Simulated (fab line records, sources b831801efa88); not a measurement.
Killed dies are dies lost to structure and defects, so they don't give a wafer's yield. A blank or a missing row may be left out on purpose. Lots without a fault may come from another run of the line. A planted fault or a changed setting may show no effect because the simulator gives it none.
fab line records | flow sky130
record lots=6 wafers=18 last_day=50
route steps=708 shown LI_CONTACT@375 LOCAL_INTERCONNECT@387 PAD_OPEN@708
lots that met no fault: from a run of the same line without faults
start_h: hours from the record's first day to the start of the lot's first wafer shown | wait_h: hours since the lot's step before | " the same as in the row above | L1.1+2: a row that stands for several wafers | - no value, or no start given | * or withheld: withheld | < > ~ a bound
route shown NAME@n: a module of which the file shows steps, and the number in the route of the first | usual: mean/standard deviation of fault-free wafers | same: alike in all rows | chamber/n: place in a boat | sites: the reading at each site | _std_site: their standard deviation | _edge_site: outer sites' mean less inner sites' | radius_mm: how far each site lies from the wafer's centre | mask NAME#n: copy n | behind: the tool/chamber that last shaped the wafer | hold: why the lot was held/for how many hours/how that ended | device: the transistor (n, p or np) that didn't switch | end of line: the same wafers' tests at the end of the route | a step without rows: its recipe alone | killed: dies lost to structure and defects at the first sort, not the wafer's yield | map: a wafer's dies, x killed, . not, _ none there
set.NAME: the setting as run; set.NAME@STEP: as run at that earlier step | model.NAME: the simulator's own value behind a step, which no gauge read
lots at some steps of the route; a table a step, a row a wafer
services: from which hour (start_h, from the record's first day; less than 0 if before it) a tool's chamber was out of use, for how many hours, and why
## steps
# step SKY_LI_CONTACT_OVL_MEAS_13
# usual LI_CONTACT_OVL=-1/5
# columns lot.wafer tool chamber start_h wait_h LI_CONTACT_OVL[nm]
L328.1 overlay-02 - 750.22 0.1 5
L328.5 " - " " -2
L328.6 " - " " 1
L331.2 overlay-02 - 774.62 0.1 6
L331.3 " - " " 6
L331.5 " - " " 4
L330.1 overlay-01 - 778.22 0.1 1
L330.2 " - " " 5
L330.4 " - " " 7
L335.1 overlay-01 - 804.07 0.1 -1
L335.3 " - " " 4
L335.4 " - " " -7
L339.1 overlay-02 - 824.19 0.1 -7
L339.2 " - " " -1
L339.6 " - " " -2
L343.3 overlay-02 - 852.26 0.1 -6
L343.4 " - " " 0
L343.6 " - " " -6
# step SKY_LI_CONTACT_ETCH_14
# recipe chemistry=N2/H2 target=BARC ion_energy_ev=200 source_w=500 bias_w=101.3 pressure_mtorr=30 n2_flow_sccm=100 h2_flow_sccm=200 stop_on=SiO2 time_s=45.9 target_depth_a=600
# step SKY_LI_CONTACT_ETCH_15
# recipe target=PSG chemistry=C4F8/O2/Ar stop_on=Si taper_deg=4.15 mask_material=KrF-thick source_w=1500 bias_w=1200 pressure_mtorr=40 c4f8_flow_sccm=withheld O2_flow_sccm=6 Ar_flow_sccm=300 time_s=withheld target_depth_a=6000
# usual bias_w=1200/3.7 oes_product_au=0.837/0.0041
# columns lot.wafer tool chamber start_h wait_h bias_w oes_product_au
L328.1 rie_diel-04 1 750.29 0.0 1198 0.839
L328.5 " 2 " " 1197 0.832
L328.6 " 1 " " 1202 0.839
L331.2 rie_diel-03 1 774.69 0.0 1204 0.840
L331.3 " 2 " " 1192 0.845
L331.5 " 3 " " 1203 0.838
L330.1 rie_diel-03 3 778.29 0.0 1202 0.834
L330.2 " 0 " " 1210 0.837
L330.4 " 1 " " 1199 0.837
L335.1 rie_diel-04 3 804.14 0.0 1202 0.841
L335.3 " 1 " " 1203 0.841
L335.4 " 2 " " 1200 0.837
L339.1 rie_diel-01 2 824.27 0.0 1204 0.841
L339.2 " 3 " " 1205 0.845
L339.6 " 3 " " 1203 0.843
L343.3 rie_diel-04 2 852.32 0.0 1196 0.846
L343.4 " 0 " " 1198 0.833
L343.6 " 2 " " 1193 0.839
# step SKY_LI_CONTACT_STRIP_16
# recipe chemistry=O2/N2 power_w=1400 pressure_mtorr=1500 platen_temp_c=withheld o2_flow_sccm=3000 n2_flow_sccm=300 overash_fraction=0.5
# usual drypump_motor_current_A=5.99/0.3 oes_product_au=0.375/0.0051 strip_time_to_endpoint_s=3.480/0.028
# columns lot.wafer tool chamber start_h wait_h drypump_motor_current_A oes_product_au rf_hours_counter_h strip_time_to_endpoint_s
L328.1 plasma_asher-01 0 750.38 - 6.15 0.373 92 3.447
L328.5 " 0 " " 6.14 0.375 - 3.478
L328.6 " 1 " " 6.11 0.370 - 3.468
L331.2 plasma_asher-02 1 774.78 - 5.58 0.374 34 3.441
L331.3 " 1 " " 5.55 0.375 - 3.473
L331.5 " 1 " " 5.57 0.382 - 3.518
L330.1 plasma_asher-01 0 778.38 - 6.17 0.379 95 3.532
L330.2 " 1 " " 6.12 0.381 95 3.513
L330.4 " 1 " " 6.10 0.376 - 3.495
L335.1 plasma_asher-03 1 804.23 - 5.78 0.375 64 3.466
L335.3 " 0 " " 6.46 0.375 - 3.464
L335.4 " 1 " " 5.77 0.371 - 3.501
L339.1 plasma_asher-02 0 824.35 - 5.94 0.372 40 3.477
L339.2 " 1 " " 5.58 0.375 40 3.471
L339.6 " 0 " " 5.93 0.376 - 3.509
L343.3 plasma_asher-03 0 852.44 - 6.48 0.379 - 3.533
L343.4 " 1 " " 5.79 0.368 - 3.500
L343.6 " 1 " " 5.81 0.380 - 3.518
# step SKY_LI_CONTACT_CLEAN_17
# recipe chemistry=NMP time_s=600 temp_c=60 dry=n2_spin
# step SKY_LI_CONTACT_PRE_CLEAN_18
# recipe gas=Ar time_s=5.6 bias_v=358
# step SKY_LI_CONTACT_SPUTTER_19
# recipe material=Ti target_thk_nm=20 chamber_pressure_pa=5 power_w=2500 substrate_temp_c=200 time_s=106.37
# step SKY_LI_CONTACT_SPUTTER_20
# recipe material=TiN target_thk_nm=20 chamber_pressure_pa=5 power_w=4000 time_s=80
# usual throttle_valve_pct=29.3/0.95
# columns lot.wafer tool chamber start_h wait_h throttle_valve_pct
L328.1 pvd_sputter-02 - 750.75 0.0 29.5
L328.5 " - " " 30.6
L328.6 " - " " 29.2
L331.2 pvd_sputter-04 - 775.15 0.0 30.0
L331.3 " - " " 27.9
L331.5 " - " " 30.2
L330.1 pvd_sputter-03 - 778.75 0.0 28.1
L330.2 " - " " 28.1
L330.4 " - " " 28.4
L335.1 pvd_sputter-04 - 804.60 0.0 28.0
L335.3 " - " " 30.0
L335.4 " - " " 29.7
L339.1 pvd_sputter-03 - 824.76 0.0 28.4
L339.2 " - " " 28.2
L339.6 " - " " 28.1
L343.3 pvd_sputter-02 - 852.78 0.0 30.6
L343.4 " - " " 30.7
L343.6 " - " " 30.6
# step SKY_LI_CONTACT_CVD_21
# recipe material=W target_thk_nm=400 time_s=120.56 temp_c=400 pressure_torr=40
# step SKY_LI_CONTACT_RS_MEAS_22
# recipe thk_meas_gauge=four-point-probe reads=W_of_LI_CONTACT_CVD_21+TiN_of_LI_CONTACT_SPUTTER_20+Ti_of_LI_CONTACT_SPUTTER_19
# usual LI_CONTACT_W_RS=0.286/0.0038
# columns lot.wafer tool chamber start_h wait_h LI_CONTACT_W_RS[ohm/sq]
L328.1 film_metro-03 - 751.06 0.2 0.282
L328.5 " - " " 0.279
L328.6 " - " " 0.284
L331.2 film_metro-03 - 775.36 0.1 0.282
L331.3 " - " " 0.283
L331.5 " - " " 0.283
L330.1 film_metro-02 - 778.94 0.1 0.286
L330.2 " - " " 0.288
L330.4 " - " " 0.288
L335.1 film_metro-02 - 804.79 0.1 0.285
L335.3 " - " " 0.279
L335.4 " - " " 0.285
L339.1 film_metro-03 - 824.94 0.1 0.287
L339.2 " - " " 0.283
L339.6 " - " " 0.287
L343.3 film_metro-01 - 853.01 0.1 0.288
L343.4 " - " " 0.285
L343.6 " - " " 0.291
# step SKY_LI_CONTACT_THK_MEAS_23
# recipe thk_meas_gauge=xrf reads=W_of_LI_CONTACT_CVD_21
# usual LI_CONTACT_W_THK=412/8.2
# columns lot.wafer tool chamber start_h wait_h LI_CONTACT_W_THK[nm]
L328.1 film_metro-03 - 751.18 0.1 419
L328.5 " - " " 420
L328.6 " - " " 410
L331.2 film_metro-03 - 775.47 0.1 415
L331.3 " - " " 419
L331.5 " - " " 413
L330.1 film_metro-02 - 779.06 0.1 408
L330.2 " - " " 405
L330.4 " - " " 407
L335.1 film_metro-02 - 804.91 0.1 414
L335.3 " - " " 423
L335.4 " - " " 411
L339.1 film_metro-03 - 825.06 0.1 421
L339.2 " - " " 426
L339.6 " - " " 419
L343.3 film_metro-01 - 853.11 0.1 402
L343.4 " - " " 410
L343.6 " - " " 398
# step SKY_LI_CONTACT_CMP_24
# recipe stop_on=PSG t_overpolish_s=20 down_force_psi=3.5 platen_rpm=60 target_thk_nm=0 pad_velocity_m_s=0.94248
# usual motor_current_A=10.8/1 overpolish_run_s=20.000/0.0089 time_to_endpoint_s=97/3.9
# columns lot.wafer tool chamber start_h wait_h motor_current_A overpolish_run_s time_to_endpoint_s
L328.1 cmp-01 0 751.29 0.1 9.6 20.016 95
L328.6 " 3 " " 10.0 20.022 98
L328.5 " 0 " " 9.8 20.001 98
L331.2 cmp-01 0 775.52 0.0 9.9 19.994 94
L331.3 " 3 " " 10.3 20.006 98
L331.5 " 0 " " 9.8 19.992 92
L330.4 cmp-02 3 779.12 0.0 10.6 20.013 93
L330.2 " 1 " " 11.4 19.994 91
L330.1 " 2 " " 9.2 19.985 91
L335.3 cmp-01 2 804.97 0.0 11.5 19.998 102
L335.4 " 3 " " 10.8 20.012 100
L335.1 " 1 " " 10.8 19.994 101
L339.2 cmp-01 1 825.17 0.1 11.5 20.005 97
L339.1 " 3 " " 10.5 19.996 95
L339.6 " 1 " " 11.8 19.996 100
L343.3 cmp-02 3 853.15 0.0 10.0 19.996 97
L343.4 " 0 " " 9.3 20.003 97
L343.6 " 0 " " 10.1 20.006 98
# step SKY_LOCAL_INTERCONNECT_SPUTTER_00
# recipe material=TiN target_thk_nm=100 temp_c=300 power_w=6500 time_s=83.3 chamber_pressure_pa=0.4
# usual substrate_temp_c=300.01/0.18 throttle_valve_pct=29.6/0.99
# columns lot.wafer tool chamber start_h wait_h substrate_temp_c throttle_valve_pct
L328.1 pvd_sputter-01 - 751.54 0.2 300.18 28.5
L328.5 " - " " 299.65 28.4
L328.6 " - " " 300.26 29.8
L331.2 pvd_sputter-02 - 775.82 0.2 300.26 29.3
L331.3 " - " " 299.83 30.2
L331.5 " - " " 300.09 29.7
L330.1 pvd_sputter-02 - 779.42 0.1 300.15 29.2
L330.2 " - " " 299.79 30.3
L330.4 " - " " 300.05 30.7
L335.1 pvd_sputter-01 - 805.27 0.1 300.05 28.3
L335.3 " - " " 300.10 29.6
L335.4 " - " " 300.18 30.6
L339.1 pvd_sputter-01 - 825.42 0.1 300.05 30.4
L339.2 " - " " 300.34 28.6
L339.6 " - " " 300.40 30.6
L343.3 pvd_sputter-03 - 853.45 0.2 299.82 28.3
L343.4 " - " " 300.09 28.4
L343.6 " - " " 300.02 30.4
# step SKY_LOCAL_INTERCONNECT_RS_MEAS_01
# recipe thk_meas_gauge=four-point-probe reads=TiN_of_LOCAL_INTERCONNECT_SPUTTER_00
# usual LOCAL_INTERCONNECT_TIN_RS=14.18/0.13
# columns lot.wafer tool chamber start_h wait_h hold LOCAL_INTERCONNECT_TIN_RS[ohm/sq]
L328.1 film_metro-02 - 751.61 0.0 - 14.15
L328.5 " - " " - 14.24
L328.6 " - " " - 14.13
L331.2 film_metro-01 - 775.90 0.1 - 14.32
L331.3 " - " " - 14.44
L331.5 " - " " - 14.42
L330.1 film_metro-02 - 779.48 0.0 - 14.07
L330.2 " - " " - 14.27
L330.4 " - " " - 14.24
L335.1 film_metro-04 - 805.33 0.0 await_dispo/0.2h/release 17.04
L335.3 " - " " await_dispo/0.2h/release 16.97
L335.4 " - " " await_dispo/0.2h/release 17.45
L335.1 film_metro-04 - 805.62 0.3 - 17.05
L335.3 " - " " - 17.00
L335.4 " - " " - 17.40
L339.1 film_metro-01 - 825.48 0.0 await_dispo/0.2h/release 17.36
L339.2 " - " " await_dispo/0.2h/release 17.02
L339.6 " - " " await_dispo/0.2h/release 17.09
L339.1 film_metro-01 - 825.77 0.3 - 17.31
L339.2 " - " " - 17.01
L339.6 " - " " - 17.11
L343.3 film_metro-01 - 853.55 0.1 - 14.06
L343.4 " - " " - 14.20
L343.6 " - " " - 14.07
# step SKY_LOCAL_INTERCONNECT_THK_MEAS_02
# recipe thk_meas_gauge=xrf reads=TiN_of_LOCAL_INTERCONNECT_SPUTTER_00
# usual LOCAL_INTERCONNECT_TIN_THK=98.7/0.86
# columns lot.wafer tool chamber start_h wait_h hold LOCAL_INTERCONNECT_TIN_THK[nm]
L328.1 film_metro-02 - 751.73 0.1 - 99.2
L328.5 " - " " - 98.8
L328.6 " - " " - 99.2
L331.2 film_metro-01 - 776.01 0.1 - 97.4
L331.3 " - " " - 96.7
L331.5 " - " " - 97.1
L330.1 film_metro-02 - 779.60 0.1 - 99.2
L330.2 " - " " - 98.2
L330.4 " - " " - 98.4
L335.1 film_metro-04 - 811.82 6.2 await_dispo/0.2h/release 86.1
L335.3 " - " " await_dispo/0.2h/release 86.4
L335.4 " - " " await_dispo/0.2h/release 84.1
L335.1 film_metro-04 - 812.05 0.2 - 86.2
L335.3 " - " " - 85.9
L335.4 " - " " - 84.5
L339.1 film_metro-01 - 835.58 9.8 await_dispo/0.2h/release 84.5
L339.2 " - " " await_dispo/0.2h/release 85.6
L339.6 " - " " await_dispo/0.2h/release 85.5
L339.1 film_metro-01 - 835.80 0.2 - 84.3
L339.2 " - " " - 85.7
L339.6 " - " " - 85.8
L343.3 film_metro-01 - 853.65 0.1 - 98.9
L343.4 " - " " - 98.3
L343.6 " - " " - 98.7
# step SKY_LOCAL_INTERCONNECT_HMDS_04
# recipe prime_time_s=60 prime_temp_c=120
# step SKY_LOCAL_INTERCONNECT_COAT_05
# recipe resist=BARC temp_c=withheld time_s=withheld spin_rpm=3000 resist_thk_nm=60
# step SKY_LOCAL_INTERCONNECT_COAT_06
# recipe resist=KrF-thick spin_rpm=3000 resist_thk_nm=456.8
# step SKY_LOCAL_INTERCONNECT_SOFTBAKE_07
# recipe temp_c=100 time_s=90 resist=KrF-thick
# step SKY_LOCAL_INTERCONNECT_EXPOSE_08
# recipe mask_id=LI1M na=0.8 source_shape=annular sigma_inner=0.55 sigma_outer=0.85 target_cd_nm=170 dose_mj=28
# step SKY_LOCAL_INTERCONNECT_PEB_09
# recipe peb_temp_c=withheld peb_time_s=withheld resist=KrF-thick
# step SKY_LOCAL_INTERCONNECT_DEVELOP_10
# recipe develop_time_s=60 resist=KrF-thick dev_temp_c=21
# step SKY_LOCAL_INTERCONNECT_CD_MEAS_11
# recipe target_cd_nm=170
# usual cd_nm=170.2/1.3
# columns lot.wafer tool chamber start_h wait_h cd_nm
L328.1 cd_sem-02 - 777.86 - 170.0
L328.5 " - " " 171.0
L328.6 " - " " 169.6
L331.2 cd_sem-01 - 802.23 - 172.6
L331.3 " - " " 172.1
L331.5 " - " " 172.2
L330.1 cd_sem-01 - 806.31 - 169.6
L330.2 " - " " 169.8
L330.4 " - " " 167.6
L335.1 cd_sem-02 - 832.20 - 170.5
L335.3 " - " " 171.5
L335.4 " - " " 170.9
L339.1 cd_sem-01 - 851.16 - 169.3
L339.2 " - " " 170.6
L339.6 " - " " 170.9
L343.3 cd_sem-01 - 879.51 - 171.9
L343.4 " - " " 171.5
L343.6 " - " " 170.5
# step SKY_LOCAL_INTERCONNECT_OVL_MEAS_12
# usual LOCAL_INTERCONNECT_OVL=0/5.9
# columns lot.wafer tool chamber start_h wait_h LOCAL_INTERCONNECT_OVL[nm]
L328.1 overlay-01 - 777.98 0.1 6
L328.5 " - " " -2
L328.6 " - " " 4
L331.2 overlay-01 - 802.34 0.1 -18
L331.3 " - " " -16
L331.5 " - " " -6
L330.1 overlay-01 - 806.43 0.1 3
L330.2 " - " " -3
L330.4 " - " " 0
L335.1 overlay-02 - 832.32 0.1 -1
L335.3 " - " " -2
L335.4 " - " " -10
L339.1 overlay-01 - 851.28 0.1 4
L339.2 " - " " 6
L339.6 " - " " -5
L343.3 overlay-02 - 879.60 0.1 4
L343.4 " - " " 4
L343.6 " - " " -1
# step SKY_LOCAL_INTERCONNECT_ETCH_13
# recipe chemistry=N2/H2 target=BARC ion_energy_ev=200 bias_w=100 pressure_mtorr=30 n2_flow_sccm=100 h2_flow_sccm=200 icp_w=500 stop_on=SiO2 time_s=45.9 target_depth_a=600
# usual bias_w=100.02/0.27 drypump_motor_current_A=5.7/0.58 oes_product_au=0.853/0.0047 throttle_valve_pct=13.224/0.01
# columns lot.wafer tool chamber start_h wait_h bias_w drypump_motor_current_A oes_product_au rf_hours_counter_h throttle_valve_pct
L328.1 rie_metal-04 0 778.02 0.0 100.22 6.5 0.855 12 13.232
L328.5 " 0 " " 100.55 6.4 0.857 - 13.208
L328.6 " 1 " " 99.72 4.9 0.857 - 13.220
L331.2 rie_metal-02 1 802.37 0.0 100.28 6.0 0.855 6 13.208
L331.3 " 1 " " 99.76 6.0 0.854 - 13.230
L331.5 " 0 " " 99.99 5.8 0.854 - 13.202
L330.1 rie_metal-04 0 806.47 0.0 99.85 6.4 0.851 13 13.214
L330.2 " 1 " " 100.00 4.9 0.862 2 13.221
L330.4 " 1 " " 99.78 4.9 0.861 - 13.223
L335.1 rie_metal-03 1 832.35 0.0 99.99 5.1 0.843 14 13.231
L335.3 " 1 " " 100.27 5.1 0.853 - 13.220
L335.4 " 0 " " 100.08 5.5 0.853 - 13.195
L339.1 rie_metal-04 1 851.32 0.0 100.49 4.9 0.853 4 13.233
L339.2 " 0 " " 100.39 6.4 0.855 15 13.237
L339.6 " 0 " " 99.95 6.4 0.853 - 13.236
L343.3 rie_metal-04 0 879.64 0.0 100.14 6.4 0.851 - 13.219
L343.4 " 1 " " 99.97 4.9 0.855 - 13.231
L343.6 " 1 " " 100.11 4.9 0.850 - 13.216
# step SKY_LOCAL_INTERCONNECT_METAL_ETCH_14
# recipe target_depth_nm=110 stop_on=PSG chemistry=Cl2/BCl3 target=TiN resist_sidewall_deg=88 pressure_mtorr=10 icp_w=900 bias_w=48.5 Cl2_flow_sccm=60 bcl3_flow_sccm=30 time_s=31.4
# usual bias_w=48.48/0.14 drypump_motor_current_A=5.7/0.58 mfc_cl2_sccm=60.03/0.17 oes_product_au=0.940/0.0066 throttle_valve_pct=21.901/0.01
# columns lot.wafer tool chamber start_h wait_h bias_w drypump_motor_current_A mfc_cl2_sccm oes_product_au rf_hours_counter_h throttle_valve_pct
L328.1 rie_metal-04 0 778.08 0.0 48.30 6.4 59.91 0.926 12 21.892
L328.5 " 0 " " 48.39 6.4 60.16 0.930 - 21.902
L328.6 " 1 " " 48.24 4.9 59.73 0.951 - 21.891
L331.2 rie_metal-02 1 802.43 0.0 48.31 6.0 59.99 0.940 6 21.904
L331.3 " 1 " " 48.36 5.9 59.86 0.932 - 21.902
L331.5 " 0 " " 48.55 5.9 60.16 0.927 - 21.917
L330.1 rie_metal-04 0 806.53 0.0 48.62 6.4 60.09 0.946 13 21.908
L330.2 " 1 " " 48.43 4.9 59.95 0.937 2 21.885
L330.4 " 1 " " 48.62 4.9 60.20 0.943 - 21.902
L335.1 rie_metal-03 1 832.42 0.0 48.44 5.0 59.86 0.866 14 21.953
L335.3 " 1 " " 48.72 5.0 60.01 0.874 - 21.955
L335.4 " 0 " " 48.54 5.6 59.76 0.849 - 21.955
L339.1 rie_metal-04 1 851.38 0.0 48.53 4.9 60.25 0.857 4 21.948
L339.2 " 0 " " 48.53 6.4 60.03 0.870 15 21.947
L339.6 " 0 " " 48.34 6.4 60.01 0.869 - 21.950
L343.3 rie_metal-04 0 879.70 0.0 48.51 6.4 59.80 0.946 - 21.894
L343.4 " 1 " " 48.64 4.9 59.97 0.938 - 21.908
L343.6 " 1 " " 48.37 4.9 59.88 0.937 - 21.886
# step SKY_LOCAL_INTERCONNECT_STRIP_15
# recipe chemistry=O2/N2 power_w=1400 pressure_mtorr=1500 platen_temp_c=withheld o2_flow_sccm=3000 n2_flow_sccm=300 overash_fraction=0.5
# step SKY_PAD_OPEN_PROBE_99
# usual killed_at_M0_to_M3=44/7.3 killed_at_M4_up=3.1/1.9 killed_at_contacts=24/5.3 killed_at_front_end=15/4 killed_at_other=0.4/0.6 killed_dies=86/9.2 killed_open=47/6.9 killed_short=39/6.9
# same gross_dies=492 killed_at_back_side=0
# columns lot.wafer tool chamber start_h wait_h killed_at_M0_to_M3 killed_at_M4_up killed_at_contacts killed_at_front_end killed_at_other killed_dies killed_open killed_short
L335.1 prober-01 - 1170.40 0.1 36 4 26 16 0 82 39 43
L335.3 prober-01 - 1170.50 0.2 38 0 24 15 0 77 45 32
L335.4 prober-01 - 1170.55 0.2 37 2 21 21 1 82 47 34
L339.2 prober-02 - 1178.14 0.1 34 2 27 11 0 74 41 33
# killed by level:class
L335.1 LI_CONTACT:geometric_particle:open=8 VIA1:geometric_particle:open=8 CONTACT:geometric_particle:short=7 POLY_GATE:geometric_particle:open=6 METAL2:geometric_particle:short=6 CONTACT:geometric_particle:open=5 METAL1:geometric_particle:short=5 LOCAL_INTERCONNECT:geometric_particle:short=4
L335.3 VIA1:geometric_particle:open=12 CONTACT:geometric_particle:open=8 LI_CONTACT:geometric_particle:open=5 LI_CONTACT:geometric_particle:short=5 VIA2:geometric_particle:open=5 VIA1:geometric_particle:short=4 METAL2:geometric_particle:short=4 VIA2:geometric_particle:short=4
L335.4 VIA1:geometric_particle:open=10 METAL1:geometric_particle:short=9 FIELD_ISO:geometric_particle:open=8 CONTACT:geometric_particle:open=8 LI_CONTACT:geometric_particle:open=7 VIA3:geometric_particle:open=5 FIELD_ISO:geometric_particle:short=4 VIA2:geometric_particle:open=4
L339.2 CONTACT:geometric_particle:open=13 LOCAL_INTERCONNECT:geometric_particle:short=6 VIA1:geometric_particle:short=6 VIA1:geometric_particle:open=6 VIA3:geometric_particle:open=5 CONTACT:geometric_particle:short=5 VIA2:geometric_particle:open=3 FIELD_ISO:geometric_particle:short=3
## services
# columns tool chamber start_h hours kind
plasma_asher-03 - 728.29 8.6 repair
rie_diel-03 - 735.44 2.8 pm
cmp-02 - 742.80 4.5 pm
cmp-02 - 747.28 4.0 pm
cmp-02 - 749.93 1.6 repair
rie_diel-01 2 754.75 9.1 repair
pvd_sputter-03 - 772.55 4.1 repair
rie_metal-03 0 779.27 5.3 repair
cmp-02 - 785.98 45.4 repair
pvd_sputter-02 - 792.09 9.7 repair
rie_diel-04 3 794.51 2.0 repair
rie_diel-04 0 796.47 - clean
rie_diel-04 0 796.47 24.7 scheduled_down
cmp-02 - 798.75 1.2 repair
rie_diel-04 - 810.06 14.6 pm
pvd_sputter-01 - 812.20 1.1 repair
rie_diel-04 3 829.81 7.0 repair
pvd_sputter-01 - 831.40 0.6 repair
rie_diel-03 0 841.52 8.3 repair
rie_diel-03 0 853.35 13.6 repair
plasma_asher-03 - 857.78 0.9 repair
pvd_sputter-03 - 859.20 7.4 repair
cmp-01 - 863.55 12.2 pm
rie_metal-03 0 866.50 4.0 repair
## key
first_sign step=SKY_LOCAL_INTERCONNECT_RS_MEAS_01 reading=visit direction=added
effect step=SKY_LOCAL_INTERCONNECT_RS_MEAS_01 reading=LOCAL_INTERCONNECT_TIN_RS direction=up sigmas=22 usual=14.18 struck=17.15
effect step=SKY_LOCAL_INTERCONNECT_THK_MEAS_02 reading=visit direction=added
effect step=SKY_LOCAL_INTERCONNECT_THK_MEAS_02 reading=LOCAL_INTERCONNECT_TIN_THK direction=down sigmas=15 usual=98.7 struck=85.4
effect step=SKY_LOCAL_INTERCONNECT_METAL_ETCH_14 reading=oes_product_au direction=down sigmas=11 usual=0.940 struck=0.864
met_at SKY_LOCAL_INTERCONNECT_SPUTTER_00
struck_wafers L335.1,L335.3,L335.4,L339.1,L339.2,L339.6
tester_left_out L335,L339
onset_between 751.54 805.27
also_fits SKY_LI_CONTACT_CMP_24:cmp-01
fault kind=site_profile_drift tool=pvd_sputter-01 chamber=- onset_h=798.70 steps=SKY_LOCAL_INTERCONNECT_SPUTTER_00 basis=fraction max_abs_drift=0.31041 slope_share_per_hr=68.98 site_pattern=0,0,0,0,0,-1,-1,-1,-1
# tester_left_out: of these lots the tester's yield and bins aren't shown, on N5 and GAA mostly nor the transistor test; their killed dies are dies lost to structure and defects alone, not to doping, threshold or leakage, so they don't give the yield
